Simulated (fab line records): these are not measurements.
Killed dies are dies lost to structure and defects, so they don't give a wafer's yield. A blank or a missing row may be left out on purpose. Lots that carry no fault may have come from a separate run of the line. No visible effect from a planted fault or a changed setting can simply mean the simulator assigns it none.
2 desks looking at one fault :: flow gf180mcu :: numbers are kept per desk, each desk with only its own; the story behind them comes last

== DESK OF THE TOOL OWNER: pvd sputter-01 ==
The tool's own readings at GF_MIM_SPUTTER_02 (material AlCu, target thk 450 nm, time 23.9 s): means of the sampled wafers that have a number, for each lot that ran on this tool. Any lot whose mean is over 4 standard deviations away from the usual mean is out of limits and marked OUT; that distance is given in the brackets.
Columns: A = throttle valve pct at GF_MIM_SPUTTER_02, usual 30.0 %
lot: L285
first seen here: day 26 06:25
A: 30.6

lot: L290
first seen here: day 28 03:08
A: 30.4

lot: L291
first seen here: day 28 03:58
A: 29.6

lot: L292
first seen here: day 28 10:59
A: 30.3
This desk found nothing out of limits on any of the 4 lots.

== AT THE METROLOGY DESK ==
Means of the sampled wafers that have a number, per lot and without regard to the tool the lot ran on: this is what the gauges read. Any lot whose mean is over 4 standard deviations away from the usual mean is out of limits and marked OUT; that distance is given in the brackets.
Columns: A = V4_W_RS at GF_V4_RS_MEAS_24, usual 0.330 ohm/sq; B = V4_W_THK at GF_V4_THK_MEAS_25, usual 355 nm
lot: L285
first seen here: day 26 05:47
A: 0.327
B: 356

lot: L286
first seen here: day 26 21:17
A: 0.328
B: 359

lot: L290
first seen here: day 28 02:35
A: 0.328
B: 365

lot: L291
first seen here: day 28 03:21
A: 0.327
B: 366

lot: L292
first seen here: day 28 10:22
A: 0.326
B: 358

lot: L299
first seen here: day 30 11:08
A: 0.334
B: 347

lot: L301
first seen here: day 31 00:52
A: 0.335
B: 351
This desk found nothing out of limits on any of the 7 lots.

== PUT TOGETHER ==
Nothing out of limits was seen by the tool owner's desk.
From the metrology desk's view, nothing was out of limits.

== WHAT HAD BEEN PUT IN BY THE SIMULATOR ==
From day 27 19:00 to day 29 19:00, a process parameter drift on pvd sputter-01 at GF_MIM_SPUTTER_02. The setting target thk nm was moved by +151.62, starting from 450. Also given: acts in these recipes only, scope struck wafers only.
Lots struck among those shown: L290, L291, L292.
